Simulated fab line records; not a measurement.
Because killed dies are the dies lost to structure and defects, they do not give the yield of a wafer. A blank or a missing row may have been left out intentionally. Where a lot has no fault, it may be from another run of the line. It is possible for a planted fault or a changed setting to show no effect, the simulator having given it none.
Chamber matching | flow sky130 | 4 sister chambers for SKY_VIA1_CMP_02 on cmp-02
The step polishes SiO2. 4 wafers are shown with their chamber, then 12 later ones without.

EACH WAFER AND ITS CHAMBER
wafer  | chamber | motor-current-A (A)
L085.6 | 0       | 12.4
L089.6 | 1       | 11.2
L090.5 | 3       | 13.4
L090.6 | 2       | 11.5

WAFERS WITH NO CHAMBER GIVEN
wafer  | motor-current-A (A)
L091.3 | 10.9
L091.4 | 10.9
L091.6 | 10.4
L092.2 | 12.5
L092.4 | 13.6
L092.5 | 12.6
L096.2 | 13.3
L096.3 | 12.2
L096.6 | 13.7
L097.4 | 11.1
L097.5 | 12.3
L097.6 | 13.9

WHICH CHAMBER EACH ONE RAN IN
wafer  | from the rows above     | in truth
L091.3 | can't be placed: 1 or 2 | 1
L091.4 | can't be placed: 1 or 2 | 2
L091.6 | can't be placed: 1 or 2 | 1
L092.2 | 0                       | 0
L092.4 | 3                       | 3
L092.5 | can't be placed: 0 or 3 | 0
L096.2 | 3                       | 3
L096.3 | can't be placed: 0 or 2 | 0
L096.6 | 3                       | 3
L097.4 | can't be placed: 1 or 2 | 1
L097.5 | 0                       | 0
L097.6 | 3                       | 3
6 of 12 placed correctly. Cannot be placed on the basis of these rows: 6; the candidates contain the true chamber in 6. Number placed wrongly: 0.
How it was worked out, from the rows above alone: a wafer's distance from a chamber is the root of the sum, over the readings, of the square of ((its reading less the chamber's mean) divided by the reading's scatter). If the next closest chamber is less than 2 further off than the closest, the wafer can't be placed; otherwise it belongs to the closest. A chamber's mean is the mean of its shown wafers. The scatter (one wafer shown for each chamber): square how far every hidden wafer sits from the nearest shown wafer, average those squares and take the square root.
